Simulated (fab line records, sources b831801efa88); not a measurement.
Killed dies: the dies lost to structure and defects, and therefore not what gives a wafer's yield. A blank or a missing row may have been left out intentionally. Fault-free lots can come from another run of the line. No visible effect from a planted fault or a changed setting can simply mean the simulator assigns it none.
Comparing a struck lot with a sound one | flow sky130 | 21 steps out of a route of 708
Sound: wafers L497.1, L497.3, L497.5. Wafers struck: L498.1, L498.2, L498.6. Last of all comes the cause.
At each step with rows: each side's tool, then ch and its chambers, then its first start. Under that, the readings that differ: sound wafers | struck wafers | difference of the means | sigmas: that difference in standard deviations of wafers without a fault.
alike: same words and numbers on both sides, and readings whose means sit less than 2 such deviations apart. not compared: any withheld reading, any reading some wafer has no value for, any bound like >300 that may hide the same value, and any number with overlapping values for which the record gives no deviation.
The two part at a step that has a row with sigmas, a row that says differs or no value, or rows on one side only. When numbers do not overlap yet have no deviation, they are printed without sigmas and do not part them. Lack of a reading on every wafer of one side parts them only where that side has two or more wafers.

SKY_POLY_GATE_CD_MEAS_22:
  sound: cdSem-02 at day 19 11:35; struck: cdSem-02 at day 20 00:48
  alike: cdNm
then, 7 steps without rows for these wafers: SKY_LDD_N_DEHYDRATE_00 (time 60 s); SKY_LDD_N_HMDS_01 (prime time 60 s); SKY_LDD_N_COAT_02 (resist thk 300 nm); SKY_LDD_N_SOFTBAKE_03 (time 60 s); SKY_LDD_N_EXPOSE_04 (exposes mask NTM, target cd 840 nm); SKY_LDD_N_PEB_05; SKY_LDD_N_DEVELOP_06 (develop time 60 s).
SKY_LDD_N_OVL_MEAS_07:
  sound: overlay-02 at day 20 18:43; struck: overlay-01 at day 21 07:19
  alike: LDD_N_OVL
then, 3 steps without rows for these wafers: SKY_LDD_N_IMPLANT_08; SKY_LDD_N_IMPLANT_09; SKY_LDD_N_IMPLANT_10.
SKY_LDD_N_IMPLANT_11:
  sound on implanter-02 ch 0, day 20 19:12; struck on implanter-04 ch 0, day 21 08:07
  alike: endStationPressureTorr, rotationDeg
then, 4 steps without rows for these wafers: SKY_LDD_N_IMPLANT_12; SKY_LDD_N_IMPLANT_13; SKY_LDD_N_IMPLANT_14; SKY_LDD_N_IMPLANT_15.
SKY_LDD_N_STRIP_16: strips in O2/N2.
  sound on plasmaAsher-03 ch 0,1, day 20 19:57; struck on plasmaAsher-02 ch 0,1, day 21 08:52
reading                  | sound             | struck            | difference | sigmas
stripTimeToEndpointS (s) | 4.328 4.332 4.312 | 4.522 4.543 4.526 | +0.206     | +15
  alike: drypumpMotorCurrentA, oesProductAu
  not compared: rfHoursCounterH
SKY_LDD_N_TW_MEAS_17:
  sound: filmMetro-03 at day 20 20:03; struck: filmMetro-02 at day 21 09:11
reading  | sound          | struck         | difference | sigmas
LDD_N_TW | 2605 2593 2601 | 2712 2702 2700 | +105       | +8
then, 1 step without rows for these wafers: SKY_LDD_P_DEHYDRATE_00 (time 60 s).
-- here the record skips 27 days between the struck wafers' starts before and after, leaving off in module LDD_P and picking up in module PAD_OPEN (first step shown: number 708 of the route) --
SKY_PAD_OPEN_PROBE_99:
  sound: prober-02 at day 48 02:05; struck: prober-02 at day 48 03:52
reading                                 | sound                | struck               | difference | sigmas
model.etest.tipN.rsOhmSq                | 438.7 437.7 436.3    | 384.3 387.4 384.9    | -52.0      | 
model.etest.nfet_01v8_turned.driveUaUm  | 509.7 500.5 509.4    | 513.9 521.5 517      | +10.9      | 
model.etest.nfet_01v8_lvt.vtSatV (V)    | 0.5374 0.5364 0.5374 | 0.5194 0.5198 0.5194 | -0.0175    | 
model.etest.nfet_01v8_turned.vtSatV (V) | 0.6445 0.6459 0.6442 | 0.6354 0.6302 0.6329 | -0.0120    | 
model.etest.nfet_01v8.vtSatV (V)        | 0.6487 0.6511 0.6408 | 0.6343 0.633 0.6344  | -0.0130    | 
  alike: killed_at_M0_to_M3, killed_at_M4_up, killedAtContacts, killedAtFrontEnd, killedAtOther, killedDies, killedOnRim, killedOpen, killedShort

WHERE THEY PART
First at SKY_LDD_N_STRIP_16; last, within this record, at SKY_LDD_N_TW_MEAS_17. Later steps at which nothing parts them and some readings are alike: SKY_PAD_OPEN_PROBE_99.

WHY: what had been put in by the simulator
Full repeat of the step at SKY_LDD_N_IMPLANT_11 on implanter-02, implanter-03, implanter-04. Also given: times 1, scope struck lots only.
